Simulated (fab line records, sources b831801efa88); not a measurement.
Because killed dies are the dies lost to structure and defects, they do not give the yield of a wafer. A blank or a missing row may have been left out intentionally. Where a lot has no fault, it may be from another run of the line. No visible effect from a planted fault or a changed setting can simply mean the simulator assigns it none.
Lot-split experiment	flow gf180mcu	23 wafers read from 5 lots, route of 602 steps

== ABOUT THE SPLIT ==
At GF_M1_SPUTTER_02 (material AlCu, target thk 450 nm, time 23.9 s), the setting time s was moved away from the recipe's 23.9 s on 4 of the 23 wafers read, by -7.1% to -4.1%. For the rest of the wafers, this setting stayed at what the recipe calls for.

== FROM THE SPLIT TO THE READING: what the file shows between them, 3 steps ==
- GF_M1_SPUTTER_03: material Ti, target thk 10 nm, time 6.7 s
- GF_M1_SPUTTER_04: material TiN, target thk 50 nm, time 42.86 s
- GF_M1_RS_MEAS_05: measures by four-point-probe

== THE READING ==
M1_ALCU_THK, in nm, at GF_M1_THK_MEAS_06 (measures by xrf). A value of 447 nm with a standard deviation of 3.8 nm is what fault-free wafers of this fab line usually give.

wafer	tool, chamber at the split	time s as run, s	against the recipe	M1_ALCU_THK, nm	against lot-mates on the recipe
L074.1	pvd sputter-01, -	23.9	recipe	448	-
L074.2	pvd sputter-01, -	23.9	recipe	446	-
L074.3	pvd sputter-01, -	23.9	recipe	446	-
L078.1	pvd sputter-04, -	23.9	recipe	441	-
L078.2	pvd sputter-04, -	23.9	recipe	446	-
L078.3	pvd sputter-04, -	23.9	recipe	449	-
L078.4	pvd sputter-04, -	23.9	recipe	450	-
L078.6	pvd sputter-04, -	23.9	recipe	446	-
L081.1	pvd sputter-01, -	22.92	-4.1%	436	-17
L081.3	pvd sputter-01, -	23.9	recipe	452	-
L081.4	pvd sputter-01, -	23.9	recipe	455	-
L081.5	pvd sputter-01, -	23.9	recipe	451	-
L081.6	pvd sputter-01, -	22.92	-4.1%	431	-22
L082.1	pvd sputter-01, -	23.9	recipe	449	-
L082.3	pvd sputter-01, -	23.9	recipe	446	-
L082.4	pvd sputter-01, -	22.2	-7.1%	421	-25
L082.5	pvd sputter-01, -	22.2	-7.1%	414	-32
L082.6	pvd sputter-01, -	23.9	recipe	444	-
L085.1	pvd sputter-01, -	23.9	recipe	448	-
L085.2	pvd sputter-01, -	23.9	recipe	447	-
L085.3	pvd sputter-01, -	23.9	recipe	448	-
L085.4	pvd sputter-01, -	23.9	recipe	446	-
L085.6	pvd sputter-01, -	23.9	recipe	448	-

THE FIT
A straight line over all 23 wafers: M1_ALCU_THK changes by +4.07 nm for each +1% of time s; r = +0.95; the points scatter about the line by 3.2 nm.
The same after taking each lot's own level away (the mean of its wafers on the recipe; 23 wafers): +4.19 nm for each +1%; r = +0.97; scatter 2.4 nm.
According to that fit, moving time s by its largest amount changes the reading by 30 nm.
Measured against the standard deviation above, the lots' own levels, which go from 446.3 to 452.7 nm, span 1.7 times it.
So the lot-to-lot level changes the slope little: the two slopes agree.
Check: -32.7 nm against its lot-mates is what the line predicts for one of the wafers moved furthest among these (-7.1%) when that wafer is left out of the fit. Against them it came out at -25.3 nm.

== THE OTHER SPLITS THESE WAFERS WENT THROUGH ==
Note: prior to the reading, these wafers also went through further splits. Each is held against what the fit with the lots' levels taken away leaves over:
other split on the same wafers	wafers away from the commonest value	r with M1_ALCU_THK (lot level and that fit taken away)
GF_CONTACT_ETCH_16 ion energy ev	6	-0.09
GF_CONTACT_CVD_24 temp c	6	-0.05

== THE WHOLE CHAIN: every reading that the file lists as answering this split, in the file's order ==
step	what it does	reading	change (the file's fit)	r (the file's)
GF_M1_SPUTTER_02	material AlCu, target thk 450 nm, time 23.9 s	AlCu_of_M1_SPUTTER_02.thk nm (the simulator's own value, which no gauge read)	+4.53 nm for each +1% of the setting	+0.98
GF_M1_RS_MEAS_05	measures by four-point-probe	M1_ALCU_RS	-0.000757 for each +1% of the setting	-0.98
GF_M1_THK_MEAS_06	measures by xrf	M1_ALCU_THK	+4.23 for each +1% of the setting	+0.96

== FILE'S OWN FIT ==
M1_ALCU_THK changes by +4.23 nm for each +1% of time s, r = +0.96.
